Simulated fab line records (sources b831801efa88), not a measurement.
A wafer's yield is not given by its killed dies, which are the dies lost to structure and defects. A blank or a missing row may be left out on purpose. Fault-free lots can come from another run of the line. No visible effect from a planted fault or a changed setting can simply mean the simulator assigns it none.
A lot that was struck, set against a sound lot    flow gf180mcu    14 steps out of a route of 602
Sound: these wafers, L357.3, L357.4, L357.6. The struck wafers were L351.2, L351.4, L351.5. The cause is given at the end.
Per side, at each step with rows, come the tool, then ch with its chambers, and then its first start. Under that, the readings that differ: sound wafers    struck wafers    difference of the means    sigmas: that difference in standard deviations of wafers without a fault.
alike: same words and numbers on both sides, and readings whose means sit less than 2 such deviations apart. not compared: any withheld reading, any reading some wafer has no value for, any bound like >300 that may hide the same value, and any number with overlapping values for which the record gives no deviation.
Wherever a step has rows on one side only, a row that says differs or no value, or a row with sigmas, the two part there. When numbers do not overlap yet have no deviation, they are printed without sigmas and do not part them. A reading that every wafer of one side lacks parts them only if that side has two wafers or more.

GF_POLY_GATE_OVL_MEAS_11:
  sound: overlay-02 at day 15 11:38; struck: overlay-02 at day 13 08:02
  alike: POLY_GATE_OVL
GF_POLY_GATE_ETCH_12: etches BARC in N2/H2.
  sound on rieDiel-03 ch 0,2,3, day 15 11:40; struck on rieDiel-02 ch 2,3, day 13 08:04
  alike: drypumpMotorCurrentA, oesProductAu, throttleValvePct
GF_POLY_GATE_ETCH_13: etches poly-Si in HBr/Cl2, stops on SiO2, target depth 198.5 nm, time 69.6 s.
  sound on rieSi-01 ch 0,2,3, day 15 11:43; struck on rieSi-02 ch 1,3, day 13 08:07
  alike: drypumpMotorCurrentA, oesProductAu, throttleValvePct
  not compared: rfHoursCounterH
GF_POLY_GATE_STRIP_14: strips in O2/N2.
  sound on plasmaAsher-04 ch 0,1, day 15 11:49; struck on plasmaAsher-04 ch 0,1, day 13 08:11
  alike: drypumpMotorCurrentA, heaterPowerW, oesProductAu
  not compared: rfHoursCounterH
then, 2 steps without rows for these wafers: GF_POLY_GATE_CLEAN_15 (cleans in SC1/SC2, time 150 s); GF_POLY_GATE_OXIDATION_16 (stabilise 600 s, purge 300 s, target thk 4 nm).
GF_POLY_GATE_THK_MEAS_17:
  sound: filmMetro-01 at day 15 13:11; struck: filmMetro-02 at day 13 10:18
reading                       sound           struck          difference  sigmas
POLY_GATE_OXIDATION_THK (nm)  3.78 3.94 3.89  4.08 4.16 4.13  +0.25       +3
GF_POLY_GATE_CD_MEAS_18:
  sound: cdSem-01 at day 15 13:22; struck: cdSem-02 at day 13 10:25
reading    sound              struck             difference  sigmas
cdNm (nm)  283.3 284.1 283.0  277.4 277.7 280.2  -5.0        -3
then, 4 steps without rows for these wafers: GF_HV_LDD_DEHYDRATE_00 (time 60 s); GF_HV_LDD_HMDS_01 (prime time 60 s); GF_HV_LDD_COAT_02 (resist thk 1000 nm); GF_HV_LDD_SOFTBAKE_03 (time 60 s).
GF_HV_LDD_EXPOSE_04: exposes mask Nplus LV AREA, target cd 400 nm.
  struck on ilineStepper-01, day 13 20:40; sound on ilineStepper-01 ch 0, day 16 00:11
  no value came back on the struck wafers for exposureDoseMJCm2, focusOffsetNm (nm); on the sound wafers exposureDoseMJCm2 reads 139.92 139.96 139.96
  alike: mask
after that, 1 step had no rows for these wafers: GF_HV_LDD_PEB_05.

WHERE THEY PART
Last at GF_HV_LDD_EXPOSE_04 as far as this record goes, first at GF_POLY_GATE_THK_MEAS_17.

WHY: what had been put in by the simulator
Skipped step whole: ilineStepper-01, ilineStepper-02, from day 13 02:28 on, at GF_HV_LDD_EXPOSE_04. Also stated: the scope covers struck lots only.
